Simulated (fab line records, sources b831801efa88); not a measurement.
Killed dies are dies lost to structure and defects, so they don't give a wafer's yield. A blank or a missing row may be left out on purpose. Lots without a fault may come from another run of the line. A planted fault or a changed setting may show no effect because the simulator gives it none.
One fault seen from 2 desks | flow gf180mcu | each desk has only its own numbers; what lay behind them comes last

THE TOOL OWNER'S DESK: rie_si-02
The tool's own readings at GF_POLY_GATE_ETCH_13 (etches poly-Si in HBr/Cl2, stops on SiO2, target depth 198.5 nm, time 69.6 s): means of the sampled wafers that have a number, for each lot that ran on this tool. A lot is out of limits, marked OUT, if its mean lies more than 4 standard deviations from the usual mean; the brackets give that distance.
Columns: A = bias_w at GF_POLY_GATE_ETCH_13, usual 100.0 W; B = chamber_pressure_mTorr at GF_POLY_GATE_ETCH_13, usual 10.000 mTorr; C = drypump_motor_current_A at GF_POLY_GATE_ETCH_13, usual 6.1 A; D = oes_product_au at GF_POLY_GATE_ETCH_13, usual 0.987 a.u.; E = throttle_valve_pct at GF_POLY_GATE_ETCH_13, usual 33.683 %
lot  | first seen here | A     | B      | C   | D     | E
L806 | day 9 08:32     | 100.1 | 10.000 | 6.2 | 1.001 | 33.676
L807 | day 9 14:38     | 99.9  | 10.004 | 6.4 | 0.992 | 33.687
L809 | day 10 01:17    | 99.9  | 10.003 | 6.3 | 0.992 | 33.676
L810 | day 10 06:14    | 100.0 | 9.995  | 6.1 | 0.992 | 33.684
L812 | day 11 05:56    | 99.9  | 10.007 | 6.5 | 0.988 | 33.688
L814 | day 11 15:39    | 100.0 | 9.999  | 6.2 | 0.990 | 33.679
L820 | day 13 05:46    | 100.0 | 10.001 | 6.0 | 0.992 | 33.677
L822 | day 13 17:52    | 100.3 | 9.996  | 6.3 | 0.995 | 33.680
This desk's finding: nothing out of limits on any of the 8 lots.

THE METROLOGY DESK
What the gauges read, lot by lot, whatever tool the lot ran on: means of the sampled wafers that have a number. A lot is out of limits, marked OUT, if its mean lies more than 4 standard deviations from the usual mean; the brackets give that distance.
Columns: A = VT_IMPLANT_OVL at GF_VT_IMPLANT_OVL_MEAS_07, usual 0.9 nm; B = V1_CVD_00_THK at GF_V1_THK_MEAS_01, usual 599 nm
lot  | first seen here | A    | B
L806 | day 5 17:16     | 0.1  | 596
L807 | day 6 00:11     | 1.7  | 603
L808 | day 6 03:27     | 0.5  | 600
L809 | day 6 12:02     | 0.4  | 593
L810 | day 6 15:23     | 1.1  | 600
L811 | day 6 22:14     | 3.5  | 604
L812 | day 7 11:08     | 2.0  | 593
L814 | day 7 20:32     | 1.2  | 592
L816 | day 8 07:35     | -1.7 | 594
L820 | day 9 05:35     | 2.3  | 595
L821 | day 9 09:11     | 0.3  | 606
L822 | day 9 13:11     | 0.9  | 600
L826 | day 10 15:32    | 2.2  | 603
This desk's finding: nothing out of limits on any of the 13 lots.

PUT TOGETHER
The tool owner's desk saw nothing out of limits.
The metrology desk saw nothing out of limits.

WHAT THE SIMULATOR HAD PUT IN
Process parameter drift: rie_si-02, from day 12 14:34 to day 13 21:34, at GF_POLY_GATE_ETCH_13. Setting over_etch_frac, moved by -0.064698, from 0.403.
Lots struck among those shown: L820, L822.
